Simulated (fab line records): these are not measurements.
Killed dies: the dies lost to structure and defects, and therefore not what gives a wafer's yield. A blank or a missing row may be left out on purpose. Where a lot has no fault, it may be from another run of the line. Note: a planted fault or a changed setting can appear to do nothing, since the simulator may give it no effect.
fab line records -- flow sky130
record: lots: 7, wafers: 20, last-day: 50
route steps=708 shown FIELD_ISO@3 PAD_OPEN@708
lots that met no fault: taken from a fault-free run of the same line
start-h: the number of hours between the record's first day and the start of the first shown wafer of the lot -- wait-h: hours since the lot's step before -- " the same as in the row above -- L1.1+2: several wafers, shown together as one row -- - either no value or no given start -- * or withheld: withheld -- < > ~ a bound
route shown NAME@n: a module of which the file shows steps, and the number in the route of the first -- usual: mean and standard deviation over wafers with no fault -- same: alike in all rows -- chamber/n: place in a boat -- sites: each site's reading -- _std_site: their standard deviation -- _edge_site: mean of outer sites minus mean of inner sites -- radius-mm: for every site, how far away it sits from the centre of the wafer -- mask NAME#n: copy n -- behind: the last tool/chamber to shape the wafer -- hold: why the lot went on hold/how many hours it stayed there/how the hold came to an end -- device: names the non-switching transistor (n, p or np) -- end of line: at the end of the route, the tests of the same wafers -- step lacking rows: just its recipe -- killed: count of dies lost to structure and defects at first sort (not the wafer's yield) -- map: a wafer's dies, marking killed ones x, the rest . and places with no die _
set.NAME: the setting that was run; set.NAME@STEP: the one run at that earlier step -- model.NAME: the simulator's own value behind a step, which no gauge read
lots at some steps of the route; a table a step, a row a wafer
services: the hour from which a tool's chamber was out of use, counted from the record's first day as start-h (under 0 if before that day), plus the number of hours and why
== steps ==
step: SKY_FIELD_ISO_THK_MEAS_02
recipe: reads: SiO2_of_FIELD_ISO_OXIDATION_01
usual: FIELD_ISO_OXIDATION_00_THK: 11.99/0.27
lot.wafer,tool,chamber,start-h,wait-h,FIELD_ISO_OXIDATION_00_THK[nm]
L956.1,film-metro-03,-,31.74,0.0,12.47
L956.2,film-metro-03,-,31.74,0.0,12.38
L956.4,film-metro-03,-,31.74,0.0,12.34
L963.4,film-metro-01,-,67.54,0.0,11.93
L963.5,film-metro-01,-,67.54,0.0,11.95
L963.6,film-metro-01,-,67.54,0.0,12.25
L964.1,film-metro-04,-,73.23,0.0,12.24
L964.4,film-metro-04,-,73.23,0.0,12.16
L964.6,film-metro-04,-,73.23,0.0,12.19
L965.1,film-metro-04,-,76.63,0.0,11.75
L965.2,film-metro-04,-,76.63,0.0,11.79
L965.3,film-metro-04,-,76.63,0.0,11.89
L966.1,film-metro-01,-,82.40,0.0,11.86
L966.2,film-metro-01,-,82.40,0.0,11.58
L966.3,film-metro-01,-,82.40,0.0,11.71
L968.3,film-metro-03,-,92.73,0.0,11.86
L968.5,film-metro-03,-,92.73,0.0,12.12
L974.1,film-metro-01,-,121.63,0.0,12.19
L974.3,film-metro-01,-,121.63,0.0,12.30
L974.5,film-metro-01,-,121.63,0.0,12.33
step: SKY_FIELD_ISO_CVD_03
recipe: material: Si3N4, precursor: DCS/NH3, target-thk-nm: 165, temp-c: 770, time-s: 2830, pressure-mtorr: 250
step: SKY_FIELD_ISO_THK_MEAS_04
recipe: reads: Si3N4_of_FIELD_ISO_CVD_03
usual: FIELD_ISO_CVD_03_THK: 164.7/1.5
lot.wafer,tool,chamber,start-h,wait-h,FIELD_ISO_CVD_03_THK[nm]
L956.1,film-metro-03,-,33.59,0.0,164.7
L956.2,film-metro-03,-,33.59,0.0,165.5
L956.4,film-metro-03,-,33.59,0.0,164.4
L963.4,film-metro-04,-,69.38,0.0,163.0
L963.5,film-metro-04,-,69.38,0.0,165.8
L963.6,film-metro-04,-,69.38,0.0,166.3
L964.1,film-metro-03,-,76.11,0.0,165.9
L964.4,film-metro-03,-,76.11,0.0,164.3
L964.6,film-metro-03,-,76.11,0.0,165.3
L965.1,film-metro-04,-,78.48,0.0,163.8
L965.2,film-metro-04,-,78.48,0.0,165.8
L965.3,film-metro-04,-,78.48,0.0,164.7
L966.1,film-metro-04,-,85.14,0.0,161.3
L966.2,film-metro-04,-,85.14,0.0,163.0
L966.3,film-metro-04,-,85.14,0.0,161.8
L968.3,film-metro-03,-,94.58,0.0,163.0
L968.5,film-metro-03,-,94.58,0.0,163.9
L974.1,film-metro-04,-,125.12,0.0,167.6
L974.3,film-metro-04,-,125.12,0.0,166.8
L974.5,film-metro-04,-,125.12,0.0,168.1
step: SKY_FIELD_ISO_DEHYDRATE_05
recipe: temp-c: 200, time-s: 60
step: SKY_FIELD_ISO_HMDS_06
recipe: prime-time-s: 60, prime-temp-c: 120
step: SKY_FIELD_ISO_COAT_07
recipe: resist: BARC, temp-c: withheld, time-s: withheld, spin-rpm: 3000, resist-thk-nm: 60
step: SKY_FIELD_ISO_COAT_08
recipe: resist: KrF-thick, spin-rpm: 3000, resist-thk-nm: 450
step: SKY_FIELD_ISO_SOFTBAKE_09
recipe: temp-c: 100, time-s: 90, resist: KrF-thick
step: SKY_FIELD_ISO_EXPOSE_10
recipe: mask-id: FOM, na: 0.68, source-shape: annular, sigma-inner: 0.4, sigma-outer: 0.8, target-cd-nm: 150, dose-mj: 28
step: SKY_FIELD_ISO_PEB_11
recipe: peb-temp-c: withheld, peb-time-s: withheld, resist: KrF-thick
step: SKY_FIELD_ISO_DEVELOP_12
recipe: develop-time-s: 60, resist: KrF-thick, dev-temp-c: 21
step: SKY_FIELD_ISO_CD_MEAS_13
recipe: target-cd-nm: 150
usual: cd-nm: 149.7/1.4
lot.wafer,tool,chamber,start-h,wait-h,cd-nm
L956.1,cd-sem-02,-,48.49,-,148.5
L956.2,cd-sem-02,-,48.49,-,149.2
L956.4,cd-sem-02,-,48.49,-,148.2
L963.4,cd-sem-01,-,86.62,-,148.9
L963.5,cd-sem-01,-,86.62,-,148.6
L963.6,cd-sem-01,-,86.62,-,148.6
L964.1,cd-sem-01,-,93.11,-,150.2
L964.4,cd-sem-01,-,93.11,-,148.8
L964.6,cd-sem-01,-,93.11,-,149.5
L965.1,cd-sem-02,-,96.51,-,149.2
L965.2,cd-sem-02,-,96.51,-,147.7
L965.3,cd-sem-02,-,96.51,-,149.9
L966.1,cd-sem-02,-,102.21,-,147.7
L966.2,cd-sem-02,-,102.21,-,149.1
L966.3,cd-sem-02,-,102.21,-,148.4
L968.3,cd-sem-01,-,112.41,-,150.6
L968.5,cd-sem-01,-,112.41,-,151.6
L974.1,cd-sem-01,-,144.31,-,150.2
L974.3,cd-sem-01,-,144.31,-,151.2
L974.5,cd-sem-01,-,144.31,-,151.0
step: SKY_FIELD_ISO_ETCH_14
recipe: chemistry: N2/H2, target: BARC, ion-energy-ev: 200, source-w: 500, bias-w: 100, pressure-mtorr: 30, n2-flow-sccm: 100, h2-flow-sccm: 200, stop-on: SiO2, time-s: 45.9, target-depth-a: 600
usual: drypump-motor-current-A: 5.8/0.48, oes-product-au: 0.856/0.0046, run-length-s: 74.2/0.31, throttle-valve-pct: 13.225/0.01
lot.wafer,tool,chamber,start-h,wait-h,drypump-motor-current-A,oes-product-au,rf-hours-counter-h,run-length-s,throttle-valve-pct,model.KrF-thick_of_FIELD_ISO_COAT_08.thk-nm
L956.1,rie-diel-02,0,48.61,0.1,5.5,0.845,60,74.3,13.232,392.8
L956.2,rie-diel-02,1,48.61,0.1,5.3,0.859,72,74.4,13.225,393.7
L956.4,rie-diel-02,3,48.61,0.1,6.1,0.851,87,74.3,13.213,394.3
L963.4,rie-diel-04,2,86.68,0.0,5.9,0.857,52,74.3,13.226,394
L963.5,rie-diel-04,0,86.68,0.0,5.8,0.851,-,74.0,13.202,395.1
L963.6,rie-diel-04,3,86.68,0.0,6.1,0.857,-,74.1,13.224,394.5
L964.1,rie-diel-03,3,93.23,0.1,5.5,0.850,119,73.7,13.241,393.2
L964.4,rie-diel-03,1,93.23,0.1,5.1,0.862,50,74.3,13.240,393.3
L964.6,rie-diel-03,1,93.23,0.1,5.1,0.853,-,74.2,13.213,394.2
L965.1,rie-diel-04,1,96.63,0.1,5.9,0.759,105,84.2,13.208,383.2
L965.2,rie-diel-04,2,96.63,0.1,5.9,0.860,52,74.2,13.221,391.6
L965.3,rie-diel-04,0,96.63,0.1,5.8,0.768,109,84.0,13.220,383.9
L966.1,rie-diel-04,2,102.33,0.1,5.9,0.775,52,84.4,13.213,385.8
L966.2,rie-diel-04,0,102.33,0.1,5.8,0.856,109,74.1,13.251,395
L966.3,rie-diel-04,1,102.33,0.1,5.9,0.764,105,84.3,13.237,385.4
L968.3,rie-diel-04,2,112.49,0.1,5.9,0.771,53,84.8,13.216,384.7
L968.5,rie-diel-04,1,112.49,0.1,5.9,0.854,-,73.9,13.240,393.6
L974.1,rie-diel-03,3,144.43,0.1,5.5,0.851,120,74.5,13.234,394.4
L974.3,rie-diel-03,1,144.43,0.1,5.1,0.852,51,74.1,13.226,394.5
L974.5,rie-diel-03,3,144.43,0.1,5.5,0.855,-,74.0,13.233,393.4
step: SKY_FIELD_ISO_ETCH_15
recipe: chemistry: CHF3/O2, target-depth-nm: 180, stop-on: Si, source-w: 600, bias-w: 200, pressure-mtorr: 40, chf3-flow-sccm: 50, O2_flow_sccm: 5, time-s: 72
usual: O2_flow_sccm: 4.999/0.015, drypump-motor-current-A: 5.8/0.48, oes-product-au: 0.945/0.0065, run-length-s: 100.3/0.33, throttle-valve-pct: 8.844/0.0095
lot.wafer,tool,chamber,start-h,wait-h,O2_flow_sccm,drypump-motor-current-A,oes-product-au,rf-hours-counter-h,run-length-s,throttle-valve-pct,model.KrF-thick_of_FIELD_ISO_COAT_08.thk-nm
L956.1,rie-diel-02,0,48.65,0.0,4.982,5.5,0.947,60,100.4,8.843,238.3
L956.2,rie-diel-02,1,48.65,0.0,5.011,5.3,0.949,72,100.5,8.850,237.3
L956.4,rie-diel-02,3,48.65,0.0,4.985,6.1,0.953,87,100.5,8.843,241.4
L963.4,rie-diel-04,2,86.72,0.0,4.993,5.9,0.940,52,100.7,8.841,238.8
L963.5,rie-diel-04,0,86.72,0.0,5.011,5.8,0.953,-,100.6,8.854,241.5
L963.6,rie-diel-04,3,86.72,0.0,5.024,6.0,0.954,-,100.1,8.844,240
L964.1,rie-diel-03,3,93.27,0.0,4.986,5.5,0.945,119,99.8,8.841,237.7
L964.4,rie-diel-03,1,93.27,0.0,5.004,5.1,0.936,50,100.2,8.844,239.1
L964.6,rie-diel-03,1,93.27,0.0,4.986,5.1,0.937,-,100.2,8.835,239.8
L965.1,rie-diel-04,1,96.67,0.0,5.003,5.9,0.936,105,100.0,8.837,227.2
L965.2,rie-diel-04,2,96.67,0.0,5.004,5.9,0.947,52,100.3,8.843,236.2
L965.3,rie-diel-04,0,96.67,0.0,4.991,5.8,0.943,109,100.2,8.850,230.4
L966.1,rie-diel-04,2,102.37,0.0,4.999,5.9,0.934,52,100.3,8.842,230.1
L966.2,rie-diel-04,0,102.37,0.0,4.986,5.8,0.942,109,100.3,8.856,240.6
L966.3,rie-diel-04,1,102.37,0.0,5.027,5.9,0.939,105,100.0,8.833,226.6
L968.3,rie-diel-04,2,112.54,0.0,4.996,5.9,0.941,53,100.4,8.840,228.7
L968.5,rie-diel-04,1,112.54,0.0,5.004,5.9,0.942,-,100.2,8.844,236.8
L974.1,rie-diel-03,3,144.47,0.0,5.030,5.5,0.958,120,100.4,8.844,235.3
L974.3,rie-diel-03,1,144.47,0.0,5.015,5.1,0.961,51,100.7,8.862,237.5
L974.5,rie-diel-03,3,144.47,0.0,5.019,5.5,0.960,-,99.8,8.833,234.1
step: SKY_FIELD_ISO_STRIP_16
recipe: chemistry: O2/N2, power-w: 1400, pressure-mtorr: 1500, platen-temp-c: withheld, o2-flow-sccm: 3000, n2-flow-sccm: 300, overash-fraction: 0.5
usual: drypump-motor-current-A: 5.63/0.27, oes-product-au: 0.378/0.0049, strip-time-to-endpoint-s: 3.564/0.027
lot.wafer,tool,chamber,start-h,wait-h,drypump-motor-current-A,oes-product-au,rf-hours-counter-h,strip-time-to-endpoint-s
L956.1,plasma-asher-04,0,48.71,0.0,5.79,0.371,37,3.554
L956.2,plasma-asher-04,1,48.71,0.0,6.18,0.370,37,3.549
L956.4,plasma-asher-04,0,48.71,0.0,5.76,0.383,-,3.600
L963.4,plasma-asher-03,1,86.81,0.1,5.48,0.378,-,3.579
L963.5,plasma-asher-03,1,86.81,0.1,5.47,0.377,-,3.609
L963.6,plasma-asher-03,0,86.81,0.1,5.72,0.388,-,3.587
L964.1,plasma-asher-03,1,93.33,0.0,5.48,0.374,41,3.559
L964.4,plasma-asher-03,0,93.33,0.0,5.71,0.374,-,3.579
L964.6,plasma-asher-03,1,93.33,0.0,5.47,0.379,-,3.580
L965.1,plasma-asher-01,0,96.73,0.0,5.29,0.374,28,3.444
L965.2,plasma-asher-01,1,96.73,0.0,5.56,0.378,28,3.547
L965.3,plasma-asher-01,1,96.73,0.0,5.55,0.368,-,3.485
L966.1,plasma-asher-01,1,102.43,0.0,5.55,0.372,29,3.492
L966.2,plasma-asher-01,0,102.43,0.0,5.30,0.382,29,3.593
L966.3,plasma-asher-01,1,102.43,0.0,5.56,0.378,-,3.449
L968.3,plasma-asher-01,1,112.63,0.1,5.58,0.369,-,3.469
L968.5,plasma-asher-01,1,112.63,0.1,5.57,0.375,-,3.564
L974.1,plasma-asher-03,0,144.53,0.0,5.74,0.376,45,3.551
L974.3,plasma-asher-03,0,144.53,0.0,5.78,0.382,-,3.562
L974.5,plasma-asher-03,1,144.53,0.0,5.47,0.377,-,3.547
step: SKY_FIELD_ISO_ETCH_17
recipe: target-depth-a: 3420, mask-material: Si3N4, chemistry: HBr/Cl2/O2, target: Si, taper-deg: 5, icp-w: 600, bias-w: 150, pressure-mtorr: 15, HBr_flow_sccm: 150, Cl2_flow_sccm: 40, O2_flow_sccm: 6, time-s: 97.7
usual: O2_flow_sccm: 5.998/0.018, drypump-motor-current-A: 5.85/0.3, oes-product-au: 0.999/0.0076, run-length-s: 126.1/0.33, throttle-valve-pct: 25.656/0.0091
lot.wafer,tool,chamber,start-h,wait-h,O2_flow_sccm,drypump-motor-current-A,oes-product-au,rf-hours-counter-h,run-length-s,throttle-valve-pct
L956.1,rie-si-01,1,48.81,0.1,5.990,5.84,0.989,96,126.1,25.652
L956.2,rie-si-01,3,48.81,0.1,6.009,5.79,0.993,84,126.3,25.648
L956.4,rie-si-01,2,48.81,0.1,6.005,5.99,0.996,48,126.2,25.656
L963.4,rie-si-02,1,86.88,0.0,6.029,5.23,1.000,110,126.1,25.667
L963.5,rie-si-02,1,86.88,0.0,5.976,5.21,0.991,-,126.3,25.647
L963.6,rie-si-02,2,86.88,0.0,5.986,5.89,1.005,-,125.7,25.647
L964.1,rie-si-01,3,93.43,0.1,5.966,5.73,0.988,84,126.0,25.660
L964.4,rie-si-01,0,93.43,0.1,6.002,6.16,0.991,114,126.3,25.658
L964.6,rie-si-01,2,93.43,0.1,6.012,6.02,0.992,-,126.3,25.660
L965.1,rie-si-02,1,96.83,0.1,5.984,5.19,0.990,110,126.0,25.650
L965.2,rie-si-02,2,96.83,0.1,6.006,5.89,1.000,42,125.7,25.657
L965.3,rie-si-02,3,96.83,0.1,6.031,5.53,1.002,65,125.8,25.651
L966.1,rie-si-01,1,102.53,0.1,5.969,5.84,1.004,97,126.1,25.667
L966.2,rie-si-01,0,102.53,0.1,6.008,6.21,0.998,114,126.8,25.653
L966.3,rie-si-01,2,102.53,0.1,6.002,6.00,1.000,49,125.9,25.674
L968.3,rie-si-01,2,112.69,0.0,6.006,5.99,0.991,49,125.8,25.649
L968.5,rie-si-01,2,112.69,0.0,6.003,5.99,0.995,-,125.8,25.668
L974.1,rie-si-02,1,144.63,0.1,6.020,5.21,0.990,110,126.0,25.660
L974.3,rie-si-02,2,144.63,0.1,5.994,5.88,1.004,42,126.0,25.647
L974.5,rie-si-02,3,144.63,0.1,6.006,5.54,1.004,-,126.2,25.645
step: SKY_PAD_OPEN_PROBE_99
usual: killed_at_M0_to_M3: 45/6.9, killed_at_M4_up: 3.0/1.7, killed-at-contacts: 25/5.6, killed-at-front-end: 15/4.2, killed-at-other: 0.3/0.55, killed-dies: 89/9.6, killed-open: 49/7.2, killed-short: 39/6.5
same: gross-dies: 492, killed-at-back-side: 0
lot.wafer,tool,chamber,start-h,wait-h,killed_at_M0_to_M3,killed_at_M4_up,killed-at-contacts,killed-at-front-end,killed-at-other,killed-dies,killed-open,killed-short
L965.1,prober-02,-,1150.21,0.1,41,3,17,13,0,74,41,32
killed by level:class
L965.1 CONTACT:geometric-particle:open=8 VIA3:geometric-particle:open=8 METAL2:geometric-particle:short=7 VIA1:geometric-particle:open=6 FIELD_ISO:geometric-particle:short=4 VIA1:geometric-particle:short=4 METAL2:geometric-particle:open=4 VIA2:geometric-particle:open=4
== services ==
tool,chamber,start-h,hours,kind
plasma-asher-04,-,31.39,2.8,pm
rie-diel-03,0,39.80,-,clean
rie-diel-03,0,39.80,26.7,scheduled-down
rie-diel-03,0,39.80,26.7,vent-cycle
rie-diel-03,-,46.34,3.6,repair
rie-si-02,1,53.58,2.4,repair
rie-diel-02,-,73.43,4.3,pm
plasma-asher-01,-,86.26,1.0,repair
plasma-asher-04,-,108.75,9.0,pm
plasma-asher-04,0,108.75,9.0,vent-cycle
plasma-asher-04,1,108.75,9.0,vent-cycle
rie-diel-03,-,112.46,0.1,repair
plasma-asher-03,-,113.14,3.2,repair
rie-diel-02,-,113.55,14.6,pm
plasma-asher-04,0,117.75,-,clean
plasma-asher-04,1,117.75,-,clean
plasma-asher-01,-,143.46,2.8,pm
== key ==
first-sign: step: SKY_FIELD_ISO_ETCH_14, reading: run-length-s, direction: up, sigmas: 33, usual: *, struck: *
effect: step: SKY_FIELD_ISO_ETCH_14, reading: oes-product-au, direction: down, sigmas: 19, usual: 0.856, struck: 0.767
effect: step: SKY_FIELD_ISO_STRIP_16, reading: strip-time-to-endpoint-s, direction: down, sigmas: 3.5, usual: *, struck: *
model-effect: step: SKY_FIELD_ISO_ETCH_14, value: KrF-thick_of_FIELD_ISO_COAT_08.thk-nm, without: 394.2, struck: 384.6
model-effect: step: SKY_FIELD_ISO_ETCH_15, value: KrF-thick_of_FIELD_ISO_COAT_08.thk-nm, without: 238.2, struck: 228.6
met-at SKY_FIELD_ISO_ETCH_14
struck-wafers L965.1,L965.3,L966.1,L966.3,L968.3
tester-left-out L965,L966,L968
onset-between 86.68 96.63
fault: kind: process-parameter-drift, tool: rie-diel-04, chamber: -, onset-h: 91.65, steps: SKY_FIELD_ISO_ETCH_14, channel: time-s, offset: *, shape: step, end-h: 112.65, scope: struck-wafers-only, acts-in: *, stated: *
tester-left-out: of these lots the tester's yield and bins aren't shown, on N5 and GAA mostly nor the transistor test; their killed dies are dies lost to structure and defects alone, not to doping, threshold or leakage, so they don't give the yield
